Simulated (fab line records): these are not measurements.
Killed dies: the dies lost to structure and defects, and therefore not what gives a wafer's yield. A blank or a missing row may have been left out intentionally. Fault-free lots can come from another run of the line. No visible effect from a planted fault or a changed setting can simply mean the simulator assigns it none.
Problem report in the 8D (eight disciplines) form, filled by code || flow sky130 || the parts of the form that need people (team, actions taken, sign-off) are left out

1. WHAT WENT WRONG
At SKY_METAL2_COAT_10, spinSpeedRpm averages 2864.8 rpm over 6 wafers from 2 lots, while fault-free wafers read 2999.9 rpm, standard deviation 1.8. Measured from the usual mean, that is -75 standard deviations.
The step: resist thk 450 nm.
First seen on wafer L987.1, day 35 03:00, on lithoTrack-03. At this step, 18 wafers from 6 lots have a number in the record. Rule for "out" (also "out of limits"): further than 4 standard deviations from the usual mean. Any other wafer with a number is counted as sound.

2. WHAT THIS IS AND IS NOT
{"question": "which readings at this step", "is": "spinSpeedRpm", "is not": "chillPlateTempC"}
{"question": "which lots", "is": "L987, L990", "is not": "L106, L984, L997, L998"}
{"question": "which wafers of those lots", "is": "all that have a number", "is not": "-"}
{"question": "read on which tools", "is": "lithoTrack-03", "is not": "lithoTrack-04"}
{"question": "when", "is": "from day 35 03:00", "is not": "up to then (3 sound wafers); but 9 sound wafers of L106, L997, L998 came after"}

3. WHAT RULES OUT EACH SUSPECT
Counting: a tool at a process step up to the reading stays a suspect if it ran every lot that is out and no sound lot after the first of them.
- pvdSputter-04 at SKY_METAL2_SPUTTER_01 (material TiN, target thk 20 nm, time 16.7 s): ruled out as a lasting fault. After its first lot that is out, L987 (day 34 14:52), sound lots L998 ran on it.
- pvdSputter-04 at SKY_METAL2_SPUTTER_04 (material TiN, target thk 70 nm, time 58.3 s): ruled out as a lasting fault. After its first lot that is out, L987 (day 34 14:56), sound lots L998 ran on it.
- lithoTrack-03 at SKY_METAL2_COAT_10 (resist thk 450 nm): ruled out as a lasting fault. After its first lot that is out, L987 (day 35 03:00), sound lots L998 ran on it.
Left after counting: nothing in the record.

4. THE CAUSE (what the simulator had put in)
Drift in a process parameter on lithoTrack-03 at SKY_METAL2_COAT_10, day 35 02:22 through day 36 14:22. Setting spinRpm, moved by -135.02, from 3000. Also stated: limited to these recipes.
Counting ruled it out, wrongly.

5. SEQUENCE OF EFFECTS, ordered by route
Rows list readings where the struck wafers' mean (over those with a number) sits beyond 3 standard deviations from the usual. Readings are gone through only where the record gives a usual standard deviation; hours: the median, over the lots, of the time from a lot's start at the first step in this table giving one to that lot's start at this step; sigmas: the change measured in usual standard deviations.
{"hours": 0, "step": "SKY_METAL2_COAT_10", "reading": "spinSpeedRpm", "usual": "2999.9 rpm", "on struck wafers": 2864.8, "change": -135.1, "sigmas": -75}
Its process steps:
- SKY_METAL2_COAT_10: resist thk 450 nm.
Later steps that measure or inspect, where all struck wafers having a row at the step show a number for every such reading and not one has moved that far: SKY_METAL2_CD_MEAS_15, SKY_METAL2_OVL_MEAS_16.

6. WHAT WOULD HAVE CAUGHT IT SOONER
In this record the first reading out of limits was taken at day 35 03:00, 1 hour after the fault began at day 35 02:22.
